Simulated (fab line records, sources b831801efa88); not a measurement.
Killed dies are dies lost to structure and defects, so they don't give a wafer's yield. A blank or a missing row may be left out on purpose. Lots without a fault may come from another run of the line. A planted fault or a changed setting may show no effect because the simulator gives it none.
fab line records | flow gf180mcu
record lots=5 wafers=15 last_day=34
route steps=602 shown CONTACT@313 M1@315 V1@335
lots that met no fault: from a run of the same line without faults
start_h: hours from the record's first day to the start of the lot's first wafer shown | wait_h: hours since the lot's step before | " the same as in the row above | L1.1+2: a row that stands for several wafers | - no value, or no start given | * or withheld: withheld | < > ~ a bound
route shown NAME@n: a module of which the file shows steps, and the number in the route of the first | usual: mean/standard deviation of fault-free wafers | same: alike in all rows | chamber/n: place in a boat | sites: the reading at each site | _std_site: their standard deviation | _edge_site: outer sites' mean less inner sites' | radius_mm: how far each site lies from the wafer's centre | mask NAME#n: copy n | behind: the tool/chamber that last shaped the wafer | hold: why the lot was held/for how many hours/how that ended | device: the transistor (n, p or np) that didn't switch | end of line: the same wafers' tests at the end of the route | a step without rows: its recipe alone | killed: dies lost to structure and defects at the first sort, not the wafer's yield | map: a wafer's dies, x killed, . not, _ none there
set.NAME: the setting as run; set.NAME@STEP: as run at that earlier step | model.NAME: the simulator's own value behind a step, which no gauge read
lots at some steps of the route; a table a step, a row a wafer
services: from which hour (start_h, from the record's first day; less than 0 if before it) a tool's chamber was out of use, for how many hours, and why
## steps
# step GF_CONTACT_THK_MEAS_26
# recipe thk_meas_gauge=xrf reads=W_of_CONTACT_CVD_24
# usual CONTACT_W_THK=296/3.6
# columns lot.wafer tool chamber start_h wait_h CONTACT_W_THK[nm]
L086.2 film_metro-02 - 477.08 0.1 300
L086.3 " - " " 300
L086.4 " - " " 298
L088.1 film_metro-04 - 491.98 0.1 298
L088.3 " - " " 296
L088.6 " - " " 299
L092.3 film_metro-04 - 524.53 0.1 297
L092.5 " - " " 297
L092.6 " - " " 294
L094.3 film_metro-02 - 535.50 0.1 298
L094.4 " - " " 295
L094.5 " - " " 294
L095.2 film_metro-02 - 546.89 0.1 301
L095.4 " - " " 298
L095.5 " - " " 302
# step GF_CONTACT_CMP_27
# recipe stop_on=SiO2 down_force_psi=3.5 platen_rpm=60 t_overpolish_s=15 target_thk_nm=0 pad_velocity_m_s=0.94248
# usual motor_current_A=12.0/0.67 overpolish_run_s=14.999/0.0084 time_to_endpoint_s=74.4/3
# columns lot.wafer tool chamber start_h wait_h motor_current_A overpolish_run_s time_to_endpoint_s
L086.4 cmp-02 3 477.13 0.0 13.5 15.002 76.7
L086.2 " 0 " " 11.2 15.000 75.7
L086.3 " 1 " " 11.7 15.014 74.8
L088.1 cmp-02 2 492.09 0.1 11.5 15.014 74.6
L088.3 " 3 " " 12.4 15.008 74.5
L088.6 " 2 " " 12.5 15.009 77.4
L092.3 cmp-02 1 524.84 0.3 12.0 15.001 73.5
L092.6 " 1 " " 12.0 14.996 70.6
L092.5 " 2 " " 12.4 14.985 73.9
L094.4 cmp-02 1 535.54 0.0 12.2 14.999 75.3
L094.3 " 2 " " 12.1 15.003 78.2
L094.5 " 2 " " 12.5 14.997 77.2
L095.2 cmp-02 3 546.99 0.1 12.2 14.993 76.3
L095.4 " 1 " " 11.9 14.989 75.3
L095.5 " 2 " " 12.6 15.000 77.1
# step GF_M1_SPUTTER_00
# recipe material=Ti target_thk_nm=37.5 arriving_ion_energy_ev=80 substrate_temp_c=200 chamber_pressure_pa=2 power_w=4000 time_s=150
# usual throttle_valve_pct=29.9/1
# columns lot.wafer tool chamber start_h wait_h throttle_valve_pct
L086.2 pvd_sputter-04 - 477.43 0.2 28.6
L086.3 " - " " 28.4
L086.4 " - " " 28.8
L088.1 pvd_sputter-01 - 492.34 0.2 31.8
L088.3 " - " " 29.7
L088.6 " - " " 31.5
L092.3 pvd_sputter-01 - 525.14 0.2 29.7
L092.5 " - " " 31.4
L092.6 " - " " 30.2
L094.3 pvd_sputter-04 - 535.84 0.2 28.7
L094.4 " - " " 30.2
L094.5 " - " " 28.8
L095.2 pvd_sputter-02 - 547.24 0.2 30.9
L095.4 " - " " 31.6
L095.5 " - " " 28.9
# step GF_M1_SPUTTER_01
# recipe material=TiN target_thk_nm=30 power_w=6500 time_s=24.47 chamber_pressure_pa=0.4
# usual throttle_valve_pct=29.8/1
# columns lot.wafer tool chamber start_h wait_h throttle_valve_pct
L086.2 pvd_sputter-04 - 477.53 0.1 28.9
L086.3 " - " " 28.6
L086.4 " - " " 28.7
L088.1 pvd_sputter-01 - 492.44 0.1 31.4
L088.3 " - " " 29.5
L088.6 " - " " 31.6
L092.3 pvd_sputter-01 - 525.24 0.1 29.3
L092.5 " - " " 31.6
L092.6 " - " " 30.2
L094.3 pvd_sputter-04 - 535.94 0.1 28.4
L094.4 " - " " 30.2
L094.5 " - " " 28.6
L095.2 pvd_sputter-02 - 547.34 0.1 30.8
L095.4 " - " " 31.9
L095.5 " - " " 29.3
# step GF_M1_SPUTTER_02
# recipe material=AlCu target_thk_nm=450 power_w=10600 time_s=23.9 chamber_pressure_pa=0.4
# usual throttle_valve_pct=29.9/0.99
# columns lot.wafer tool chamber start_h wait_h throttle_valve_pct
L086.2 pvd_sputter-04 - 477.56 0.0 28.7
L086.3 " - " " 28.6
L086.4 " - " " 28.7
L088.1 pvd_sputter-01 - 492.48 0.0 31.6
L088.3 " - " " 29.5
L088.6 " - " " 31.6
L092.3 pvd_sputter-01 - 525.27 0.0 29.2
L092.5 " - " " 31.2
L092.6 " - " " 30.4
L094.3 pvd_sputter-04 - 535.97 0.0 28.6
L094.4 " - " " 30.4
L094.5 " - " " 28.7
L095.2 pvd_sputter-02 - 547.37 0.0 30.9
L095.4 " - " " 32.1
L095.5 " - " " 29.2
# step GF_M1_SPUTTER_03
# recipe material=Ti target_thk_nm=10 substrate_temp_c=300 chamber_pressure_pa=0.3 power_w=3000 time_s=6.7
# usual throttle_valve_pct=29.9/1
# columns lot.wafer tool chamber start_h wait_h throttle_valve_pct
L086.2 pvd_sputter-04 - 477.59 0.0 28.7
L086.3 " - " " 28.4
L086.4 " - " " 28.9
L088.1 pvd_sputter-01 - 492.51 0.0 31.1
L088.3 " - " " 29.6
L088.6 " - " " 31.5
L092.3 pvd_sputter-01 - 525.30 0.0 29.8
L092.5 " - " " 31.6
L092.6 " - " " 30.0
L094.3 pvd_sputter-04 - 536.00 0.0 28.6
L094.4 " - " " 30.4
L094.5 " - " " 28.8
L095.2 pvd_sputter-02 - 547.40 0.0 30.7
L095.4 " - " " 31.8
L095.5 " - " " 29.3
# step GF_M1_SPUTTER_04
# recipe material=TiN target_thk_nm=50 power_w=6500 time_s=41.7 chamber_pressure_pa=0.4
# usual throttle_valve_pct=29.9/1
# columns lot.wafer tool chamber start_h wait_h throttle_valve_pct
L086.2 pvd_sputter-04 - 477.61 0.0 28.7
L086.3 " - " " 28.6
L086.4 " - " " 28.8
L088.1 pvd_sputter-01 - 492.53 0.0 31.5
L088.3 " - " " 29.5
L088.6 " - " " 31.6
L092.3 pvd_sputter-01 - 525.32 0.0 29.4
L092.5 " - " " 31.2
L092.6 " - " " 30.1
L094.3 pvd_sputter-04 - 536.02 0.0 28.5
L094.4 " - " " 30.5
L094.5 " - " " 28.7
L095.2 pvd_sputter-02 - 547.42 0.0 31.0
L095.4 " - " " 31.9
L095.5 " - " " 29.2
# step GF_M1_RS_MEAS_05
# recipe thk_meas_gauge=four-point-probe reads=TiN_of_M1_SPUTTER_04+Ti_of_M1_SPUTTER_03+AlCu_of_M1_SPUTTER_02+TiN_of_M1_SPUTTER_01+Ti_of_M1_SPUTTER_00
# usual M1_ALCU_RS=0.0693/0.00079
# columns lot.wafer tool chamber start_h wait_h M1_ALCU_RS[ohm/sq]
L086.2 film_metro-02 - 477.67 0.0 0.0687
L086.3 " - " " 0.0677
L086.4 " - " " 0.0685
L088.1 film_metro-03 - 492.57 0.0 0.0697
L088.3 " - " " 0.0692
L088.6 " - " " 0.0699
L092.3 film_metro-04 - 525.40 0.1 0.0698
L092.5 " - " " 0.0693
L092.6 " - " " 0.0692
L094.3 film_metro-02 - 536.10 0.1 0.0676
L094.4 " - " " 0.0691
L094.5 " - " " 0.0693
L095.2 film_metro-02 - 547.48 0.0 0.0703
L095.4 " - " " 0.0685
L095.5 " - " " 0.0686
# step GF_M1_THK_MEAS_06
# recipe thk_meas_gauge=xrf reads=AlCu_of_M1_SPUTTER_02
# usual M1_ALCU_THK=453/5.1
# columns lot.wafer tool chamber start_h wait_h M1_ALCU_THK[nm]
L086.2 film_metro-02 - 477.78 0.1 460
L086.3 " - " " 466
L086.4 " - " " 458
L088.1 film_metro-03 - 492.69 0.1 451
L088.3 " - " " 452
L088.6 " - " " 447
L092.3 film_metro-04 - 525.50 0.1 449
L092.5 " - " " 453
L092.6 " - " " 454
L094.3 film_metro-02 - 536.20 0.1 464
L094.4 " - " " 459
L094.5 " - " " 457
L095.2 film_metro-02 - 547.59 0.1 444
L095.4 " - " " 459
L095.5 " - " " 458
# step GF_M1_DEHYDRATE_07
# recipe temp_c=200 time_s=60
# usual heater_power_total_W=160.38/0.12
# columns lot.wafer tool chamber start_h wait_h heater_power_total_W
L086.2 litho_track-01 0 489.12 11.3 160.33
L086.3 " 0 " " 160.27
L086.4 " 0 " " 160.27
L088.1 litho_track-02 0 503.49 10.8 160.47
L088.3 " 0 " " 160.28
L088.6 " 0 " " 160.42
L092.3 litho_track-02 0 536.39 10.9 160.45
L092.5 " 0 " " 160.46
L092.6 " 0 " " 160.41
L094.3 litho_track-01 0 547.05 10.8 160.54
L094.4 " 0 " " 160.56
L094.5 " 0 " " 160.27
L095.2 litho_track-01 0 557.77 10.2 160.29
L095.4 " 0 " " 160.30
L095.5 " 0 " " 160.33
# step GF_M1_HMDS_08
# recipe prime_time_s=60 prime_temp_c=120
# usual prime_temp_c=120.01/0.15
# columns lot.wafer tool chamber start_h wait_h prime_temp_c
L086.2 litho_track-01 0 489.27 0.1 119.77
L086.3 " 0 " " 119.94
L086.4 " 0 " " 119.86
L088.1 litho_track-02 0 503.64 0.1 120.19
L088.3 " 0 " " 119.99
L088.6 " 0 " " 120.16
L092.3 litho_track-02 0 536.54 0.1 120.00
L092.5 " 0 " " 119.95
L092.6 " 0 " " 120.17
L094.3 litho_track-01 0 547.20 0.1 119.96
L094.4 " 0 " " 120.12
L094.5 " 0 " " 120.03
L095.2 litho_track-01 0 557.92 0.1 119.74
L095.4 " 0 " " 120.12
L095.5 " 0 " " 120.00
# step GF_M1_COAT_09
# recipe resist=KrF spin_rpm=withheld resist_thk_nm=1000
# columns lot.wafer tool chamber start_h wait_h
L086.2+3+4 litho_track-01 0 489.42 0.1
L088.1+3+6 litho_track-02 0 503.79 0.1
L092.3+5+6 litho_track-02 0 536.69 0.1
L094.3+4+5 litho_track-01 0 547.35 0.1
L095.2+4+5 litho_track-01 0 558.07 0.1
# step GF_M1_SOFTBAKE_10
# recipe temp_c=130 time_s=60 resist=KrF
# usual heater_power_total_W=93.05/0.058
# columns lot.wafer tool chamber start_h wait_h heater_power_total_W
L086.2 litho_track-01 0 489.57 0.1 93.00
L086.3 " 0 " " 93.07
L086.4 " 0 " " 93.04
L088.1 litho_track-02 0 503.94 0.1 93.10
L088.3 " 0 " " 92.95
L088.6 " 0 " " 93.01
L092.3 litho_track-02 0 536.84 0.1 93.01
L092.5 " 0 " " 93.00
L092.6 " 0 " " 93.13
L094.3 litho_track-01 0 547.50 0.1 93.02
L094.4 " 0 " " 93.13
L094.5 " 0 " " 93.03
L095.2 litho_track-01 0 558.22 0.1 93.11
L095.4 " 0 " " 93.07
L095.5 " 0 " " 93.06
# step GF_M1_EXPOSE_11
# recipe mask_id=Metal1 target_cd_nm=230 na=0.68 source_shape=conventional sigma_outer=0.6 dose_mj=28
# columns lot.wafer tool chamber start_h wait_h mask
L086.2+3+4 krf_scanner-02 0 - - Metal1#0
L088.1+3+6 krf_scanner-02 0 - - Metal1#0
L092.3+5+6 krf_scanner-01 0 - - Metal1#0
L094.3+4+5 krf_scanner-02 0 - - Metal1#0
L095.2+4+5 krf_scanner-02 0 - - Metal1#0
# step GF_M1_PEB_12
# recipe peb_temp_c=135 peb_time_s=90 resist=KrF
# usual heater_power_total_W=85.71/0.08
# columns lot.wafer tool chamber start_h wait_h heater_power_total_W
L086.2 litho_track-02 0 - - 85.57
L086.3 " 0 " " 85.75
L086.4 " 0 " " 85.72
L088.1 litho_track-02 0 - - 85.71
L088.3 " 0 " " 85.63
L088.6 " 0 " " 85.51
L092.3 litho_track-02 0 - - 85.62
L092.5 " 0 " " 85.77
L092.6 " 0 " " 85.76
L094.3 litho_track-02 0 - - 85.79
L094.4 " 0 " " 85.72
L094.5 " 0 " " 85.75
L095.2 litho_track-01 0 - - 85.81
L095.4 " 0 " " 85.66
L095.5 " 0 " " 85.70
# step GF_M1_DEVELOP_13
# recipe develop_time_s=60 dev_temp_c=21
# columns lot.wafer tool chamber start_h wait_h
L086.2+3+4 litho_track-02 0 501.77 0.2
L088.1+3+6 litho_track-02 0 514.89 0.2
L092.3+5+6 litho_track-02 0 548.04 0.1
L094.3+4+5 litho_track-02 0 558.04 0.1
L095.2+4+5 litho_track-01 0 569.27 0.2
# step GF_M1_CD_MEAS_14
# recipe target_cd_nm=230
# usual cd_nm=229.8/1.3
# columns lot.wafer tool chamber start_h wait_h cd_nm
L086.2 cd_sem-01 - 501.91 0.1 231.4
L086.3 " - " " 231.5
L086.4 " - " " 231.3
L088.1 cd_sem-01 - 515.04 0.1 229.6
L088.3 " - " " 229.2
L088.6 " - " " 228.9
L092.3 cd_sem-02 - 548.18 0.1 227.0
L092.5 " - " " 227.7
L092.6 " - " " 227.4
L094.3 cd_sem-01 - 558.18 0.1 231.4
L094.4 " - " " 229.9
L094.5 " - " " 231.9
L095.2 cd_sem-01 - 569.42 0.1 227.9
L095.4 " - " " 228.5
L095.5 " - " " 229.2
# step GF_M1_OVL_MEAS_15
# usual M1_OVL=4/4.6
# columns lot.wafer tool chamber start_h wait_h M1_OVL[nm]
L086.2 overlay-02 - 502.02 0.1 9
L086.3 " - " " -3
L086.4 " - " " 5
L088.1 overlay-02 - 515.16 0.1 7
L088.3 " - " " 2
L088.6 " - " " 7
L092.3 overlay-01 - 548.28 0.1 3
L092.5 " - " " 2
L092.6 " - " " 5
L094.3 overlay-02 - 558.28 0.1 -8
L094.4 " - " " 5
L094.5 " - " " -5
L095.2 overlay-02 - 569.52 0.1 5
L095.4 " - " " 1
L095.5 " - " " 6
# step GF_M1_METAL_ETCH_16
# recipe chemistry=Cl2/BCl3 mask_material=KrF target_depth_nm=627.5 stop_on=SiO2 pressure_mtorr=8 icp_w=800 bias_w=140 Cl2_flow_sccm=80 bcl3_flow_sccm=40 time_s=104.6
# usual drypump_motor_current_A=5.9/0.38 oes_product_au=0.974/0.0059 throttle_valve_pct=28.248/0.011
# columns lot.wafer tool chamber start_h wait_h drypump_motor_current_A oes_product_au rf_hours_counter_h throttle_valve_pct
L086.2 rie_metal-03 1 502.05 0.0 5.9 0.976 1 28.230
L086.3 " 1 " " 5.9 0.982 - 28.227
L086.4 " 0 " " 5.4 0.980 - 28.237
L088.1 rie_metal-02 1 515.20 0.0 5.5 0.970 5 28.267
L088.3 " 1 " " 5.5 0.970 - 28.256
L088.6 " 0 " " 6.5 0.973 - 28.248
L092.3 rie_metal-02 0 548.34 0.1 6.4 0.975 - 28.248
L092.5 " 1 " " 5.5 0.973 - 28.249
L092.6 " 0 " " 6.4 0.975 - 28.261
L094.3 rie_metal-03 1 558.34 0.1 5.9 0.988 - 28.253
L094.4 " 0 " " 5.4 0.975 - 28.246
L094.5 " 0 " " 5.4 0.973 - 28.236
L095.2 rie_metal-04 1 569.55 0.0 6.0 0.967 11 28.245
L095.4 " 0 " " 6.4 0.986 - 28.242
L095.5 " 0 " " 6.4 0.978 - 28.251
# step GF_M1_STRIP_17
# recipe chemistry=O2/N2 power_w=1400 pressure_mtorr=1500 platen_temp_c=250 o2_flow_sccm=3000 n2_flow_sccm=300 overash_fraction=0.5
# usual drypump_motor_current_A=5.4/0.55 heater_power_w=331/31 oes_product_au=0.556/0.005 strip_time_to_endpoint_s=7.84/0.057
# columns lot.wafer tool chamber start_h wait_h drypump_motor_current_A heater_power_w oes_product_au rf_hours_counter_h strip_time_to_endpoint_s
L086.2 plasma_asher-04 0 502.16 0.1 4.9 339 0.558 8 7.77
L086.3 " 0 " " 5.0 341 0.555 - 7.76
L086.4 " 1 " " 5.3 310 0.554 - 7.72
L088.1 plasma_asher-01 1 515.31 0.1 5.6 304 0.556 64 7.83
L088.3 " 0 " " 4.8 340 0.557 - 7.84
L088.6 " 0 " " 4.8 346 0.556 - 7.91
L092.3 plasma_asher-03 0 548.45 0.1 6.4 397 0.554 - 7.93
L092.5 " 0 " " 6.4 398 0.563 - 7.91
L092.6 " 1 " " 6.1 299 0.551 - 7.95
L094.3 plasma_asher-04 1 558.45 0.1 5.3 303 0.552 - 7.83
L094.4 " 0 " " 5.0 348 0.555 - 7.76
L094.5 " 1 " " 5.3 307 0.551 - 7.80
L095.2 plasma_asher-03 0 569.67 0.1 6.4 403 0.561 42 7.81
L095.4 " 1 " " 6.1 298 0.558 - 7.85
L095.5 " 1 " " 6.1 294 0.556 - 7.79
# step GF_M1_STRIP_18
# recipe chemistry=post_etch_residue_remover time_s=1200 temp_c=72.5
# columns lot.wafer tool chamber start_h wait_h
L086.2+3+4 wet_bench-04 3 502.26 0.1
L088.1+3+6 wet_bench-02 1 515.41 0.1
L092.3+5+6 wet_bench-02 0 548.51 0.0
L094.3+4+5 wet_bench-04 0 558.51 0.0
L095.2+4+5 wet_bench-04 3 569.77 0.1
# step GF_M1_CLEAN_19
# recipe chemistry=DIW dry=n2_spin
# columns lot.wafer tool chamber start_h wait_h
L086.2+3+4 wet_bench-02 1 502.60 0.0
L088.1+3+6 wet_bench-04 2 515.75 0.0
L092.3+5+6 wet_bench-01 1 548.85 0.0
L094.3+4+5 wet_bench-02 0 558.85 0.0
L095.2+4+5 wet_bench-01 2 570.11 0.0
# step GF_V1_CVD_00
# recipe material=SiO2 target_thk_nm=600 sigma_open_frac=0.3 temp_c=400 time_s=100 sih4_flow_sccm=60 pressure_mtorr=6
# columns lot.wafer tool chamber start_h wait_h
L086.2+3+4 hdpcvd-01 2,0,0 502.70 0.0
L088.1+3+6 hdpcvd-02 2,0,1 515.85 0.0
L092.3+5+6 hdpcvd-01 1,2,0 548.95 0.0
L094.3+4+5 hdpcvd-01 0,2,0 558.95 0.0
L095.2+4+5 hdpcvd-01 1,1,2 570.20 0.0
# step GF_V1_THK_MEAS_01
# recipe reads=SiO2_of_V1_CVD_00
# usual V1_CVD_00_THK=600/6.9
# columns lot.wafer tool chamber start_h wait_h V1_CVD_00_THK[nm]
L086.2 film_metro-01 - 502.78 0.0 599
L086.3 " - " " 600
L086.4 " - " " 601
L088.1 film_metro-01 - 515.92 0.0 603
L088.3 " - " " 602
L088.6 " - " " 592
L092.3 film_metro-01 - 549.04 0.1 605
L092.5 " - " " 604
L092.6 " - " " 593
L094.3 film_metro-02 - 559.04 0.1 603
L094.4 " - " " 605
L094.5 " - " " 594
L095.2 film_metro-02 - 570.28 0.0 609
L095.4 " - " " 611
L095.5 " - " " 599
# step GF_V1_CVD_02
# recipe material=SiO2 target_thk_nm=850 precursor=TEOS temp_c=400 time_s=99.33 rf_w=600
# usual heater_power_w=662/96
# columns lot.wafer tool chamber start_h wait_h heater_power_w
L086.2 pecvd-01 0 502.83 0.0 594
L086.3 " 2 " " 719
L086.4 " 0 " " 615
L088.1 pecvd-02 2 515.98 0.1 760
L088.3 " 0 " " 900
L088.6 " 1 " " 488
L092.3 pecvd-02 1 549.11 0.1 548
L092.5 " 1 " " 588
L092.6 " 2 " " 684
L094.3 pecvd-01 0 559.08 0.0 557
L094.4 " 2 " " 712
L094.5 " 1 " " 529
L095.2 pecvd-04 0 570.33 0.0 637
L095.4 " 0 " " 683
L095.5 " 2 " " 774
# step GF_V1_THK_MEAS_03
# recipe reads=SiO2_of_V1_CVD_02
# usual V1_CVD_02_THK=890/11
# columns lot.wafer tool chamber start_h wait_h V1_CVD_02_THK[nm]
L086.2 film_metro-03 - 502.94 0.1 878
L086.3 " - " " 897
L086.4 " - " " 888
L088.1 film_metro-03 - 516.05 0.0 891
L088.3 " - " " 889
L088.6 " - " " 882
L092.3 film_metro-03 - 549.20 0.1 889
L092.5 " - " " 892
L092.6 " - " " 905
L094.3 film_metro-03 - 559.17 0.1 876
L094.4 " - " " 898
L094.5 " - " " 903
L095.2 film_metro-03 - 570.41 0.0 902
L095.4 " - " " 910
L095.5 " - " " 914
# step GF_V1_CMP_04
# recipe material=SiO2 down_force_psi=4 platen_rpm=60 pad_velocity_m_s=0.94248
# usual motor_current_A=12.9/0.98 time_to_endpoint_s=97/4.9
# columns lot.wafer tool chamber start_h wait_h motor_current_A time_to_endpoint_s
L086.4 cmp-01 2 502.99 0.0 11.5 96
L086.2 " 0 " " 12.5 93
L086.3 " 1 " " 11.8 89
L088.1 cmp-02 1 516.16 0.1 13.3 97
L088.3 " 2 " " 13.5 99
L088.6 " 0 " " 11.8 95
L092.3 cmp-02 0 549.29 0.1 12.5 102
L092.6 " 3 " " 14.2 105
L092.5 " 0 " " 13.0 100
L094.3 cmp-02 2 559.21 0.0 12.7 94
L094.4 " 1 " " 12.8 98
L094.5 " 3 " " 14.3 97
L095.4 cmp-01 2 570.46 0.0 12.4 104
L095.2 " 0 " " 12.8 101
L095.5 " 3 " " 14.0 106
# step GF_V1_BOW_MEAS_05
# recipe mode=bow
# usual V1_BOW=81/7
# columns lot.wafer tool chamber start_h wait_h V1_BOW[um]
L086.2 film_metro-03 - 503.31 0.2 85
L086.3 " - " " 69
L086.4 " - " " 80
L088.1 film_metro-02 - 516.41 0.2 80
L088.3 " - " " 78
L088.6 " - " " 80
L092.3 film_metro-03 - 549.58 0.2 85
L092.5 " - " " 99
L092.6 " - " " 78
L094.3 film_metro-01 - 559.55 0.3 81
L094.4 " - " " 78
L094.5 " - " " 75
L095.2 film_metro-03 - 570.78 0.2 82
L095.4 " - " " 77
L095.5 " - " " 79
# step GF_V1_DEHYDRATE_06
# recipe temp_c=200 time_s=60
# usual heater_power_total_W=160.36/0.11
# columns lot.wafer tool chamber start_h wait_h heater_power_total_W
L086.2 litho_track-02 0 513.97 10.6 160.59
L086.3 " 0 " " 160.38
L086.4 " 0 " " 160.44
L088.1 litho_track-04 0 527.58 11.2 160.40
L088.3 " 0 " " 160.48
L088.6 " 0 " " 160.27
L092.3 litho_track-01 0 560.20 10.6 160.34
L092.5 " 0 " " 160.53
L092.6 " 0 " " 160.40
L094.3 litho_track-04 0 570.08 10.5 160.23
L094.4 " 0 " " 160.36
L094.5 " 0 " " 160.17
L095.2 litho_track-04 0 580.85 10.1 160.18
L095.4 " 0 " " 160.50
L095.5 " 0 " " 160.39
# step GF_V1_HMDS_07
# recipe prime_time_s=60 prime_temp_c=120
# usual prime_temp_c=120.02/0.15
# columns lot.wafer tool chamber start_h wait_h prime_temp_c
L086.2 litho_track-02 0 514.12 0.1 120.14
L086.3 " 0 " " 119.67
L086.4 " 0 " " 120.01
L088.1 litho_track-04 0 527.73 0.1 119.95
L088.3 " 0 " " 120.16
L088.6 " 0 " " 120.17
L092.3 litho_track-01 0 560.35 0.1 119.84
L092.5 " 0 " " 119.92
L092.6 " 0 " " 120.01
L094.3 litho_track-04 0 570.23 0.1 119.94
L094.4 " 0 " " 120.09
L094.5 " 0 " " 119.92
L095.2 litho_track-04 0 581.00 0.1 120.12
L095.4 " 0 " " 120.04
L095.5 " 0 " " 119.96
# step GF_V1_COAT_08
# recipe resist=BARC temp_c=withheld time_s=withheld spin_rpm=withheld resist_thk_nm=withheld
# columns lot.wafer tool chamber start_h wait_h
L086.2+3+4 litho_track-02 0 514.27 0.1
L088.1+3+6 litho_track-04 0 527.88 0.1
L092.3+5+6 litho_track-01 0 560.50 0.1
L094.3+4+5 litho_track-04 0 570.38 0.1
L095.2+4+5 litho_track-04 0 581.15 0.1
# step GF_V1_COAT_09
# recipe resist=KrF spin_rpm=withheld resist_thk_nm=1000
# columns lot.wafer tool chamber start_h wait_h
L086.2+3+4 litho_track-02 0 - -
L088.1+3+6 litho_track-04 0 - -
L092.3+5+6 litho_track-01 0 - -
L094.3+4+5 litho_track-04 0 - -
L095.2+4+5 litho_track-04 0 - -
# step GF_V1_SOFTBAKE_10
# recipe temp_c=130 time_s=60 resist=KrF
# usual heater_power_total_W=93.06/0.058
# columns lot.wafer tool chamber start_h wait_h heater_power_total_W
L086.2 litho_track-02 0 - - 93.07
L086.3 " 0 " " 93.06
L086.4 " 0 " " 93.12
L088.1 litho_track-04 0 - - 93.07
L088.3 " 0 " " 93.06
L088.6 " 0 " " 93.09
L092.3 litho_track-01 0 - - 93.08
L092.5 " 0 " " 93.03
L092.6 " 0 " " 93.01
L094.3 litho_track-04 0 - - 93.07
L094.4 " 0 " " 93.00
L094.5 " 0 " " 93.02
L095.2 litho_track-04 0 - - 93.10
L095.4 " 0 " " 92.97
L095.5 " 0 " " 92.85
# step GF_V1_EXPOSE_11
# recipe mask_id=Via1 target_cd_nm=260 na=0.68 source_shape=conventional sigma_outer=0.6 dose_mj=38
# columns lot.wafer tool chamber start_h wait_h mask
L086.2+3+4 krf_scanner-01 0 - - Via1#0
L088.1+3+6 krf_scanner-01 0 - - Via1#0
L092.3+5+6 krf_scanner-01 0 - - Via1#0
L094.3+4+5 krf_scanner-01 0 - - Via1#0
L095.2+4+5 krf_scanner-01 0 - - Via1#0
# step GF_V1_PEB_12
# recipe peb_temp_c=135 peb_time_s=90 resist=KrF
# usual heater_power_total_W=85.69/0.083
# columns lot.wafer tool chamber start_h wait_h heater_power_total_W
L086.2 litho_track-02 0 - - 85.55
L086.3 " 0 " " 85.60
L086.4 " 0 " " 85.57
L088.1 litho_track-04 0 - - 85.66
L088.3 " 0 " " 85.52
L088.6 " 0 " " 85.69
L092.3 litho_track-04 0 - - 85.73
L092.5 " 0 " " 85.75
L092.6 " 0 " " 85.56
L094.3 litho_track-02 0 - - 85.73
L094.4 " 0 " " 85.72
L094.5 " 0 " " 85.65
L095.2 litho_track-04 0 - - 85.73
L095.4 " 0 " " 85.65
L095.5 " 0 " " 85.79
# step GF_V1_DEVELOP_13
# recipe develop_time_s=60 resist=KrF dev_temp_c=21
# columns lot.wafer tool chamber start_h wait_h
L086.2+3+4 litho_track-02 0 526.02 0.2
L088.1+3+6 litho_track-04 0 539.78 0.2
L092.3+5+6 litho_track-04 0 571.68 0.1
L094.3+4+5 litho_track-02 0 581.49 0.1
L095.2+4+5 litho_track-04 0 592.20 0.2
# step GF_V1_CD_MEAS_14
# recipe target_cd_nm=260
# usual cd_nm=260.5/1.4
# columns lot.wafer tool chamber start_h wait_h cd_nm
L086.2 cd_sem-02 - 526.16 0.1 260.7
L086.3 " - " " 260.6
L086.4 " - " " 259.8
L088.1 cd_sem-01 - 539.93 0.1 258.8
L088.3 " - " " 257.9
L088.6 " - " " 258.8
L092.3 cd_sem-02 - 571.82 0.1 261.7
L092.5 " - " " 261.3
L092.6 " - " " 262.0
L094.3 cd_sem-02 - 581.63 0.1 261.0
L094.4 " - " " 261.4
L094.5 " - " " 261.2
L095.2 cd_sem-01 - 592.35 0.1 262.5
L095.4 " - " " 262.0
L095.5 " - " " 261.5
# step GF_V1_OVL_MEAS_15
# usual V1_OVL=-5/5.3
# columns lot.wafer tool chamber start_h wait_h V1_OVL[nm]
L086.2 overlay-01 - 526.27 0.1 -5
L086.3 " - " " -4
L086.4 " - " " 2
L088.1 overlay-02 - 540.05 0.1 -2
L088.3 " - " " -5
L088.6 " - " " -1
L092.3 overlay-02 - 571.91 0.1 -1
L092.5 " - " " 10
L092.6 " - " " 2
L094.3 overlay-02 - 581.73 0.1 -11
L094.4 " - " " -14
L094.5 " - " " -10
L095.2 overlay-01 - 592.45 0.1 -2
L095.4 " - " " 1
L095.5 " - " " 3
# step GF_V1_ETCH_16
# recipe chemistry=N2/H2 target_depth_a=withheld overetch_a=withheld time_s=withheld target=BARC ion_energy_ev=200 source_w=500 bias_w=100 pressure_mtorr=30 n2_flow_sccm=100 h2_flow_sccm=200
# usual drypump_motor_current_A=5.6/0.43 oes_product_au=0.855/0.0051 throttle_valve_pct=13.224/0.009
# columns lot.wafer tool chamber start_h wait_h drypump_motor_current_A oes_product_au throttle_valve_pct
L086.2 rie_diel-02 1 526.30 0.0 5.6 0.856 13.217
L086.3 " 3 " " 5.0 0.855 13.221
L086.4 " 0 " " 5.3 0.857 13.232
L088.1 rie_diel-02 2 540.09 0.0 5.8 0.854 13.236
L088.3 " 1 " " 5.6 0.861 13.223
L088.6 " 3 " " 5.0 0.855 13.219
L092.3 rie_diel-03 0 571.93 0.0 5.7 0.849 13.212
L092.5 " 0 " " 5.7 0.858 13.224
L092.6 " 1 " " 6.1 0.860 13.216
L094.3 rie_diel-01 0 581.75 0.0 5.0 0.851 13.219
L094.4 " 2 " " 5.6 0.852 13.237
L094.5 " 1 " " 5.6 0.860 13.216
L095.2 rie_diel-02 1 592.48 0.0 5.6 0.854 13.222
L095.4 " 0 " " 5.3 0.856 13.235
L095.5 " 0 " " 5.3 0.851 13.229
## services
# columns tool chamber start_h hours kind
cmp-02 - 453.17 9.1 pm
krf_scanner-01 - 459.97 0.8 pm
wet_bench-01 - 468.07 3.8 repair
pecvd-01 2 474.27 7.8 repair
krf_scanner-02 - 481.28 7.2 pm
krf_scanner-01 - 488.48 1.0 pm
krf_scanner-02 - 490.49 4.0 pm
cmp-02 - 492.92 0.6 repair
cmp-02 - 497.95 4.2 pm
pvd_sputter-02 - 499.78 7.5 repair
cmp-02 - 504.20 3.6 repair
pvd_sputter-01 - 505.20 2.9 repair
krf_scanner-01 - 515.14 5.3 repair
krf_scanner-02 - 527.84 1.5 repair
krf_scanner-01 - 530.85 1.3 pm
pvd_sputter-01 - 535.17 1.9 repair
krf_scanner-01 - 546.01 4.2 repair
krf_scanner-02 - 550.25 0.8 pm
krf_scanner-01 - 554.52 0.8 pm
krf_scanner-01 - 562.57 3.0 pm
cmp-02 - 572.00 4.0 pm
hdpcvd-01 - 583.94 1.0 repair
cmp-02 - 586.80 4.7 repair
hdpcvd-01 - 592.27 1.0 repair
## key
fault none
